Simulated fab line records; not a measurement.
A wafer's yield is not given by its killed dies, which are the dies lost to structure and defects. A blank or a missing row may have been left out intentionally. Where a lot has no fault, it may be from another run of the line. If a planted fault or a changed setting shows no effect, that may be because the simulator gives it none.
fab line records / flow sky130 / part 2 of 2: steps 29 to 41 of 41
[record] lots = 5 wafers = 15 lastDay = 50
route steps=708 shown CAP2M@609 METAL4@621 VIA4@639
lots that met no fault: from a run of the same line without faults
startH: start of the lot's first displayed wafer, in hours after the record's first day / waitH: how many hours have passed since the lot's step before this one / " unchanged from the row above / L1.1+2: a row that stands for several wafers / - value missing, or start not given / * or withheld: withheld / < > ~ a bound
route shown NAME@n: a module of which the file shows steps, and the number in the route of the first / usual: mean/standard deviation of fault-free wafers / same: alike in all rows / chamber/n: place in a boat / sites: the reading at each site / _std_site: the standard deviation of these / _edge_site: mean of outer sites minus mean of inner sites / radiusMm: for every site, how far away it sits from the centre of the wafer / mask NAME#n: copy n / behind: the last tool/chamber to shape the wafer / hold: why the lot went on hold/how many hours it stayed there/how the hold came to an end / device: the transistor (n, p or np) that didn't switch / end of line: tests of these same wafers at the route's end / a step without rows: its recipe alone / killed: at the first sort, the dies lost to defects and structure; wafer yield is something else / map: a wafer's dies, x killed, . not, _ none there
set.NAME: the setting the step ran with; set.NAME@STEP: the setting that earlier step ran with / model.NAME: the simulator's own value behind a step, which no gauge read
a table for each step, a row for each wafer; lots at some steps of the route
services: a tool's chamber out of use, with start hour (startH, from the record's first day; less than 0 if before it), hours out, and reason
[[steps]]
[step SKY_METAL4_CLEAN_21]
[recipe] chemistry = IPA timeS = 180 tempC = 25
lot.wafer=L076.2+5+6 tool=wetBench-02 chamber=3 startH=997.01 waitH=0.0
lot.wafer=L079.1+4+5 tool=wetBench-02 chamber=3 startH=1006.01 waitH=0.0
lot.wafer=L085.1+5+6 tool=wetBench-04 chamber=3 startH=1054.61 waitH=0.0
lot.wafer=L094.2+5+6 tool=wetBench-02 chamber=0 startH=1106.76 waitH=0.0
lot.wafer=L097.1+3+6 tool=wetBench-04 chamber=3 startH=1120.05 waitH=0.0
[step SKY_METAL4_CLEAN_22]
[recipe] chemistry = O3/DIW dry = n2Spin
lot.wafer=L076.2+5+6 tool=wetBench-03 chamber=1 startH=997.07 waitH=0.0
lot.wafer=L079.1+4+5 tool=wetBench-04 chamber=3 startH=1006.06 waitH=0.0
lot.wafer=L085.1+5+6 tool=wetBench-03 chamber=3 startH=1054.67 waitH=0.0
lot.wafer=L094.2+5+6 tool=wetBench-04 chamber=3 startH=1106.81 waitH=0.0
lot.wafer=L097.1+3+6 tool=wetBench-04 chamber=0 startH=1120.11 waitH=0.0
[step SKY_VIA4_HDPCVD_00]
[recipe] material = SiO2 targetThkNm = 1750 sigmaOpenFrac = 0.3 timeS = 291.7 tempC = 400 sih4FlowSccm = 60 pressureMtorr = 6
lot.wafer=L076.2+5+6 tool=hdpcvd-01 chamber=0,0,2 startH=997.17 waitH=0.0
lot.wafer=L079.1+4+5 tool=hdpcvd-01 chamber=2,2,1 startH=1006.16 waitH=0.0
lot.wafer=L085.1+5+6 tool=hdpcvd-02 chamber=2,2,1 startH=1054.76 waitH=0.0
lot.wafer=L094.2+5+6 tool=hdpcvd-02 chamber=2,1,0 startH=1106.91 waitH=0.0
lot.wafer=L097.1+3+6 tool=hdpcvd-02 chamber=2,1,1 startH=1120.20 waitH=0.0
[step SKY_VIA4_THK_MEAS_01]
[recipe] reads = SiO2_of_VIA4_HDPCVD_00
[usual] VIA4_HDPCVD_THK = 1749/17
lot.wafer=L076.2 tool=filmMetro-03 chamber=- startH=997.45 waitH=0.2 VIA4_HDPCVD_THK[nm]=1743
lot.wafer=L076.5 tool=filmMetro-03 chamber=- startH=997.45 waitH=0.2 VIA4_HDPCVD_THK[nm]=1746
lot.wafer=L076.6 tool=filmMetro-03 chamber=- startH=997.45 waitH=0.2 VIA4_HDPCVD_THK[nm]=1746
lot.wafer=L079.1 tool=filmMetro-03 chamber=- startH=1006.34 waitH=0.1 VIA4_HDPCVD_THK[nm]=1752
lot.wafer=L079.4 tool=filmMetro-03 chamber=- startH=1006.34 waitH=0.1 VIA4_HDPCVD_THK[nm]=1748
lot.wafer=L079.5 tool=filmMetro-03 chamber=- startH=1006.34 waitH=0.1 VIA4_HDPCVD_THK[nm]=1763
lot.wafer=L085.1 tool=filmMetro-02 chamber=- startH=1054.94 waitH=0.1 VIA4_HDPCVD_THK[nm]=1735
lot.wafer=L085.5 tool=filmMetro-02 chamber=- startH=1054.94 waitH=0.1 VIA4_HDPCVD_THK[nm]=1754
lot.wafer=L085.6 tool=filmMetro-02 chamber=- startH=1054.94 waitH=0.1 VIA4_HDPCVD_THK[nm]=1750
lot.wafer=L094.2 tool=filmMetro-03 chamber=- startH=1107.09 waitH=0.1 VIA4_HDPCVD_THK[nm]=1763
lot.wafer=L094.5 tool=filmMetro-03 chamber=- startH=1107.09 waitH=0.1 VIA4_HDPCVD_THK[nm]=1753
lot.wafer=L094.6 tool=filmMetro-03 chamber=- startH=1107.09 waitH=0.1 VIA4_HDPCVD_THK[nm]=1759
lot.wafer=L097.1 tool=filmMetro-03 chamber=- startH=1120.38 waitH=0.1 VIA4_HDPCVD_THK[nm]=1764
lot.wafer=L097.3 tool=filmMetro-03 chamber=- startH=1120.38 waitH=0.1 VIA4_HDPCVD_THK[nm]=1747
lot.wafer=L097.6 tool=filmMetro-03 chamber=- startH=1120.38 waitH=0.1 VIA4_HDPCVD_THK[nm]=1746
[step SKY_VIA4_CMP_02]
[recipe] material = SiO2 downForcePsi = 4 platenRpm = 60 padVelocityMS = 0.94248
[usual] headPressurePsi = 4.000/0.0098 motorCurrentA = 11.6/0.77 retainingRingPressureFrac = 1.000/0.0052
lot.wafer=L076.2 tool=cmp-02 chamber=3 startH=997.70 waitH=0.2 headPressurePsi=4.002 motorCurrentA=11.0 retainingRingPressureFrac=1.004
lot.wafer=L076.6 tool=cmp-02 chamber=3 startH=997.70 waitH=0.2 headPressurePsi=4.013 motorCurrentA=10.6 retainingRingPressureFrac=1.007
lot.wafer=L076.5 tool=cmp-02 chamber=0 startH=997.70 waitH=0.2 headPressurePsi=4.002 motorCurrentA=10.7 retainingRingPressureFrac=0.993
lot.wafer=L079.4 tool=cmp-02 chamber=0 startH=1006.40 waitH=0.0 headPressurePsi=4.001 motorCurrentA=11.1 retainingRingPressureFrac=1.000
lot.wafer=L079.1 tool=cmp-02 chamber=1 startH=1006.40 waitH=0.0 headPressurePsi=4.013 motorCurrentA=12.1 retainingRingPressureFrac=1.002
lot.wafer=L079.5 tool=cmp-02 chamber=0 startH=1006.40 waitH=0.0 headPressurePsi=4.014 motorCurrentA=11.3 retainingRingPressureFrac=0.994
lot.wafer=L085.1 tool=cmp-02 chamber=0 startH=1055.15 waitH=0.2 headPressurePsi=3.988 motorCurrentA=10.9 retainingRingPressureFrac=1.003
lot.wafer=L085.5 tool=cmp-02 chamber=1 startH=1055.15 waitH=0.2 headPressurePsi=3.995 motorCurrentA=12.2 retainingRingPressureFrac=1.000
lot.wafer=L085.6 tool=cmp-02 chamber=2 startH=1055.15 waitH=0.2 headPressurePsi=4.001 motorCurrentA=12.1 retainingRingPressureFrac=0.995
lot.wafer=L094.2 tool=cmp-01 chamber=3 startH=1107.32 waitH=0.2 headPressurePsi=4.015 motorCurrentA=12.3 retainingRingPressureFrac=0.993
lot.wafer=L094.5 tool=cmp-01 chamber=1 startH=1107.32 waitH=0.2 headPressurePsi=3.995 motorCurrentA=11.3 retainingRingPressureFrac=1.008
lot.wafer=L094.6 tool=cmp-01 chamber=2 startH=1107.32 waitH=0.2 headPressurePsi=3.988 motorCurrentA=12.8 retainingRingPressureFrac=1.013
lot.wafer=L097.3 tool=cmp-01 chamber=0 startH=1120.85 waitH=0.4 headPressurePsi=3.989 motorCurrentA=10.8 retainingRingPressureFrac=0.996
lot.wafer=L097.1 tool=cmp-01 chamber=3 startH=1120.85 waitH=0.4 headPressurePsi=3.990 motorCurrentA=11.8 retainingRingPressureFrac=1.002
lot.wafer=L097.6 tool=cmp-01 chamber=0 startH=1120.85 waitH=0.4 headPressurePsi=4.008 motorCurrentA=10.8 retainingRingPressureFrac=1.004
[step SKY_VIA4_BOW_MEAS_03]
[recipe] mode = bow
[usual] VIA4_BOW = 78/8.1
lot.wafer=L076.2 tool=filmMetro-02 chamber=- startH=998.02 waitH=0.3 VIA4_BOW[um]=83
lot.wafer=L076.5 tool=filmMetro-02 chamber=- startH=998.02 waitH=0.3 VIA4_BOW[um]=88
lot.wafer=L076.6 tool=filmMetro-02 chamber=- startH=998.02 waitH=0.3 VIA4_BOW[um]=73
lot.wafer=L079.1 tool=filmMetro-02 chamber=- startH=1006.70 waitH=0.2 VIA4_BOW[um]=71
lot.wafer=L079.4 tool=filmMetro-02 chamber=- startH=1006.70 waitH=0.2 VIA4_BOW[um]=82
lot.wafer=L079.5 tool=filmMetro-02 chamber=- startH=1006.70 waitH=0.2 VIA4_BOW[um]=88
lot.wafer=L085.1 tool=filmMetro-02 chamber=- startH=1055.30 waitH=0.1 VIA4_BOW[um]=84
lot.wafer=L085.5 tool=filmMetro-02 chamber=- startH=1055.30 waitH=0.1 VIA4_BOW[um]=78
lot.wafer=L085.6 tool=filmMetro-02 chamber=- startH=1055.30 waitH=0.1 VIA4_BOW[um]=89
lot.wafer=L094.2 tool=filmMetro-02 chamber=- startH=1107.54 waitH=0.2 VIA4_BOW[um]=75
lot.wafer=L094.5 tool=filmMetro-02 chamber=- startH=1107.54 waitH=0.2 VIA4_BOW[um]=87
lot.wafer=L094.6 tool=filmMetro-02 chamber=- startH=1107.54 waitH=0.2 VIA4_BOW[um]=76
lot.wafer=L097.1 tool=filmMetro-02 chamber=- startH=1121.15 waitH=0.1 VIA4_BOW[um]=58
lot.wafer=L097.3 tool=filmMetro-02 chamber=- startH=1121.15 waitH=0.1 VIA4_BOW[um]=80
lot.wafer=L097.6 tool=filmMetro-02 chamber=- startH=1121.15 waitH=0.1 VIA4_BOW[um]=56
[step SKY_VIA4_DEHYDRATE_04]
[recipe] tempC = 200 timeS = 60
[usual] heaterPowerTotalW = 160.38/0.12
lot.wafer=L076.2 tool=lithoTrack-01 chamber=0 startH=1009.31 waitH=11.3 heaterPowerTotalW=160.14
lot.wafer=L076.5 tool=lithoTrack-01 chamber=0 startH=1009.31 waitH=11.3 heaterPowerTotalW=160.41
lot.wafer=L076.6 tool=lithoTrack-01 chamber=0 startH=1009.31 waitH=11.3 heaterPowerTotalW=160.41
lot.wafer=L079.1 tool=lithoTrack-02 chamber=0 startH=1017.63 waitH=10.9 heaterPowerTotalW=160.59
lot.wafer=L079.4 tool=lithoTrack-02 chamber=0 startH=1017.63 waitH=10.9 heaterPowerTotalW=160.35
lot.wafer=L079.5 tool=lithoTrack-02 chamber=0 startH=1017.63 waitH=10.9 heaterPowerTotalW=160.29
lot.wafer=L085.1 tool=lithoTrack-03 chamber=0 startH=1065.45 waitH=10.1 heaterPowerTotalW=160.35
lot.wafer=L085.5 tool=lithoTrack-03 chamber=0 startH=1065.45 waitH=10.1 heaterPowerTotalW=160.25
lot.wafer=L085.6 tool=lithoTrack-03 chamber=0 startH=1065.45 waitH=10.1 heaterPowerTotalW=160.53
lot.wafer=L094.2 tool=lithoTrack-02 chamber=0 startH=1117.40 waitH=9.8 heaterPowerTotalW=160.33
lot.wafer=L094.5 tool=lithoTrack-02 chamber=0 startH=1117.40 waitH=9.8 heaterPowerTotalW=160.15
lot.wafer=L094.6 tool=lithoTrack-02 chamber=0 startH=1117.40 waitH=9.8 heaterPowerTotalW=160.50
lot.wafer=L097.1 tool=lithoTrack-01 chamber=0 startH=1129.78 waitH=8.6 heaterPowerTotalW=160.35
lot.wafer=L097.3 tool=lithoTrack-01 chamber=0 startH=1129.78 waitH=8.6 heaterPowerTotalW=160.21
lot.wafer=L097.6 tool=lithoTrack-01 chamber=0 startH=1129.78 waitH=8.6 heaterPowerTotalW=160.35
[step SKY_VIA4_HMDS_05]
[recipe] primeTimeS = 60 primeTempC = 120
lot.wafer=L076.2+5+6 tool=lithoTrack-01 chamber=0 startH=1009.46 waitH=0.1
lot.wafer=L079.1+4+5 tool=lithoTrack-02 chamber=0 startH=1017.78 waitH=0.1
lot.wafer=L085.1+5+6 tool=lithoTrack-03 chamber=0 startH=1065.60 waitH=0.1
lot.wafer=L094.2+5+6 tool=lithoTrack-02 chamber=0 startH=1117.55 waitH=0.1
lot.wafer=L097.1+3+6 tool=lithoTrack-01 chamber=0 startH=1129.93 waitH=0.1
[step SKY_VIA4_COAT_06]
[recipe] resist = NOVOLAK spinRpm = 3000 resistThkNm = 1140
lot.wafer=L076.2+5+6 tool=lithoTrack-01 chamber=0 startH=1009.61 waitH=0.1
lot.wafer=L079.1+4+5 tool=lithoTrack-02 chamber=0 startH=1017.93 waitH=0.1
lot.wafer=L085.1+5+6 tool=lithoTrack-03 chamber=0 startH=1065.75 waitH=0.1
lot.wafer=L094.2+5+6 tool=lithoTrack-02 chamber=0 startH=1117.70 waitH=0.1
lot.wafer=L097.1+3+6 tool=lithoTrack-01 chamber=0 startH=1130.08 waitH=0.1
[step SKY_VIA4_SOFTBAKE_07]
[recipe] tempC = 90 timeS = 60 resist = NOVOLAK
[usual] heaterPowerTotalW = 56.60/0.046
lot.wafer=L076.2 tool=lithoTrack-01 chamber=0 startH=1009.76 waitH=0.1 heaterPowerTotalW=56.53
lot.wafer=L076.5 tool=lithoTrack-01 chamber=0 startH=1009.76 waitH=0.1 heaterPowerTotalW=56.64
lot.wafer=L076.6 tool=lithoTrack-01 chamber=0 startH=1009.76 waitH=0.1 heaterPowerTotalW=56.59
lot.wafer=L079.1 tool=lithoTrack-02 chamber=0 startH=1018.08 waitH=0.1 heaterPowerTotalW=56.49
lot.wafer=L079.4 tool=lithoTrack-02 chamber=0 startH=1018.08 waitH=0.1 heaterPowerTotalW=56.61
lot.wafer=L079.5 tool=lithoTrack-02 chamber=0 startH=1018.08 waitH=0.1 heaterPowerTotalW=56.61
lot.wafer=L085.1 tool=lithoTrack-03 chamber=0 startH=1065.90 waitH=0.1 heaterPowerTotalW=56.58
lot.wafer=L085.5 tool=lithoTrack-03 chamber=0 startH=1065.90 waitH=0.1 heaterPowerTotalW=56.56
lot.wafer=L085.6 tool=lithoTrack-03 chamber=0 startH=1065.90 waitH=0.1 heaterPowerTotalW=56.54
lot.wafer=L094.2 tool=lithoTrack-02 chamber=0 startH=1117.85 waitH=0.1 heaterPowerTotalW=56.52
lot.wafer=L094.5 tool=lithoTrack-02 chamber=0 startH=1117.85 waitH=0.1 heaterPowerTotalW=56.65
lot.wafer=L094.6 tool=lithoTrack-02 chamber=0 startH=1117.85 waitH=0.1 heaterPowerTotalW=56.66
lot.wafer=L097.1 tool=lithoTrack-01 chamber=0 startH=1130.23 waitH=0.1 heaterPowerTotalW=56.57
lot.wafer=L097.3 tool=lithoTrack-01 chamber=0 startH=1130.23 waitH=0.1 heaterPowerTotalW=56.61
lot.wafer=L097.6 tool=lithoTrack-01 chamber=0 startH=1130.23 waitH=0.1 heaterPowerTotalW=56.54
[step SKY_VIA4_EXPOSE_08]
[recipe] maskId = VIM4 na = 0.6 sourceShape = conventional sigmaOuter = 0.6 polarization = unpolarized targetCdNm = 800 doseMj = 132
lot.wafer=L076.2+5+6 tool=ilineStepper-01 chamber=0 startH=- waitH=- mask=VIM4#0
lot.wafer=L079.1+4+5 tool=ilineStepper-02 chamber=0 startH=- waitH=- mask=VIM4#0
lot.wafer=L085.1+5+6 tool=ilineStepper-01 chamber=0 startH=- waitH=- mask=VIM4#0
lot.wafer=L094.2+5+6 tool=ilineStepper-01 chamber=0 startH=- waitH=- mask=VIM4#0
lot.wafer=L097.1+3+6 tool=ilineStepper-01 chamber=0 startH=- waitH=- mask=VIM4#0
[step SKY_VIA4_PEB_09]
[recipe] tempC = withheld timeS = * resist = NOVOLAK
lot.wafer=L076.2+5+6 tool=lithoTrack-01 chamber=0 startH=- waitH=-
lot.wafer=L079.1+4+5 tool=lithoTrack-01 chamber=0 startH=- waitH=-
lot.wafer=L085.1+5+6 tool=lithoTrack-01 chamber=0 startH=- waitH=-
lot.wafer=L094.2+5+6 tool=lithoTrack-02 chamber=0 startH=- waitH=-
lot.wafer=L097.1+3+6 tool=lithoTrack-02 chamber=0 startH=- waitH=-
[step SKY_VIA4_DEVELOP_10]
[recipe] resist = NOVOLAK developer = TMAH developTimeS = 60 devTempC = 23
lot.wafer=L076.2+5+6 tool=lithoTrack-01 chamber=0 startH=1020.31 waitH=0.1
lot.wafer=L079.1+4+5 tool=lithoTrack-01 chamber=0 startH=1029.33 waitH=0.1
lot.wafer=L085.1+5+6 tool=lithoTrack-01 chamber=0 startH=1075.98 waitH=0.1
lot.wafer=L094.2+5+6 tool=lithoTrack-02 chamber=0 startH=1126.95 waitH=0.1
lot.wafer=L097.1+3+6 tool=lithoTrack-02 chamber=0 startH=1139.33 waitH=0.1
[[services]]
tool=krfScanner-01 chamber=- startH=937.06 hours=1.3 kind=pm
tool=wetBench-01 chamber=- startH=948.09 hours=2.8 kind=repair
tool=ilineStepper-02 chamber=- startH=958.01 hours=4.4 kind=pm
tool=cmp-02 chamber=- startH=960.55 hours=1.3 kind=repair
tool=rieMetal-03 chamber=- startH=974.93 hours=0.3 kind=repair
tool=rieDiel-04 chamber=0 startH=975.32 hours=12.8 kind=repair
tool=rieMetal-01 chamber=- startH=975.51 hours=2.8 kind=pm
tool=plasmaAsher-02 chamber=- startH=978.56 hours=8.0 kind=repair
tool=krfScanner-01 chamber=- startH=983.29 hours=1.0 kind=pm
tool=ilineStepper-01 chamber=- startH=984.34 hours=1.7 kind=pm
tool=cmp-02 chamber=- startH=998.95 hours=2.2 kind=repair
tool=rieMetal-01 chamber=- startH=1007.54 hours=14.6 kind=pm
tool=hdpcvd-02 chamber=- startH=1013.43 hours=6.0 kind=pm
tool=krfScanner-01 chamber=- startH=1014.26 hours=0.8 kind=pm
tool=wetBench-03 chamber=- startH=1021.70 hours=1.8 kind=repair
tool=krfScanner-01 chamber=- startH=1030.30 hours=0.6 kind=repair
tool=krfScanner-01 chamber=- startH=1031.09 hours=0.8 kind=pm
tool=wetBench-04 chamber=- startH=1033.38 hours=1.9 kind=pm
tool=plasmaAsher-02 chamber=- startH=1041.17 hours=6.7 kind=repair
tool=plasmaAsher-02 chamber=- startH=1047.85 hours=2.8 kind=pm
tool=ilineStepper-02 chamber=- startH=1075.47 hours=1.7 kind=pm
tool=wetBench-01 chamber=- startH=1097.42 hours=1.9 kind=pm
tool=rieMetal-03 chamber=0 startH=1110.67 hours=19.9 kind=repair
tool=rieMetal-03 chamber=- startH=1113.81 hours=2.8 kind=pm
